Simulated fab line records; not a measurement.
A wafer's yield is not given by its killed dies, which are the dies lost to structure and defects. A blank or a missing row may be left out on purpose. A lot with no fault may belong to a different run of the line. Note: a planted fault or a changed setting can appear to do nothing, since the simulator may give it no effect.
Which tool did it? :: flow sky130 :: Sampling: 6 lots, 18 wafers, 3 of 708 route steps

## WHAT EACH GAUGE READ, for each wafer
SKY_RES_PROTECT_TW_MEAS_08.
lot: L991
measured: day 16 13:10
on: film-metro-01
POLY_GATE_TW: 4041 4079 4059

lot: L993
measured: day 17 01:43
on: film-metro-02
POLY_GATE_TW: 4029 4018 4004

lot: L997
measured: day 18 13:43
on: film-metro-04
POLY_GATE_TW: 4059 4045 4050

lot: L104
measured: day 21 03:37
on: film-metro-04
POLY_GATE_TW: 4080 4089 4082

lot: L107
measured: day 22 12:01
on: film-metro-02
POLY_GATE_TW: 4070 4089 4087

lot: L109
measured: day 23 04:59
on: film-metro-04
POLY_GATE_TW: 4054 4068 4042

## WHICH TOOL RAN EACH LOT (tool, then ch and the chambers of the sampled wafers, then the start)
lot: L991
SKY_RES_PROTECT_EXPOSE_04: iline-stepper-02 ch 0, day 15 22:41
SKY_RES_PROTECT_STRIP_07: plasma-asher-01 ch 1, day 16 13:04

lot: L993
SKY_RES_PROTECT_EXPOSE_04: iline-stepper-01 ch 0, day 16 10:55
SKY_RES_PROTECT_STRIP_07: plasma-asher-04 ch 0, day 17 01:37

lot: L997
SKY_RES_PROTECT_EXPOSE_04: iline-stepper-02 ch 0, day 17 22:23
SKY_RES_PROTECT_STRIP_07: plasma-asher-01 ch 1, day 18 13:37

lot: L104
SKY_RES_PROTECT_EXPOSE_04: iline-stepper-02 ch 0, day 20 12:05
SKY_RES_PROTECT_STRIP_07: plasma-asher-03 ch 0,1, day 21 03:31

lot: L107
SKY_RES_PROTECT_EXPOSE_04: iline-stepper-01 ch 0, day 21 20:52
SKY_RES_PROTECT_STRIP_07: plasma-asher-04 ch 0,1, day 22 11:55

lot: L109
SKY_RES_PROTECT_EXPOSE_04: iline-stepper-02 ch 0, day 22 14:05
SKY_RES_PROTECT_STRIP_07: plasma-asher-04 ch 0,1, day 23 04:54
- SKY_RES_PROTECT_EXPOSE_04: exposes mask RPM, target cd 1270 nm.
- SKY_RES_PROTECT_STRIP_07: strips in O2/N2.

## THE ANSWER, worked out from the rows above alone
Rule: the lots themselves supply what counts as usual. Put in order of their means at a reading, lots are off if they are a third of the lots or fewer, leave a main group of 4 or more, and stand apart from it by a gap of 3 or more times the standard deviation of the main group's means; of several such gaps the widest counts. A main group is skipped when, at the precision printed for the reading in the tables above, its means are all equal. Also off: a lot with no number at a reading for which 4 or more lots have one. The other lots that the step has rows for count as sound.
No lot is off at any reading shown: from this, nothing can be told.

## WHAT THE SIMULATOR HAD INSERTED
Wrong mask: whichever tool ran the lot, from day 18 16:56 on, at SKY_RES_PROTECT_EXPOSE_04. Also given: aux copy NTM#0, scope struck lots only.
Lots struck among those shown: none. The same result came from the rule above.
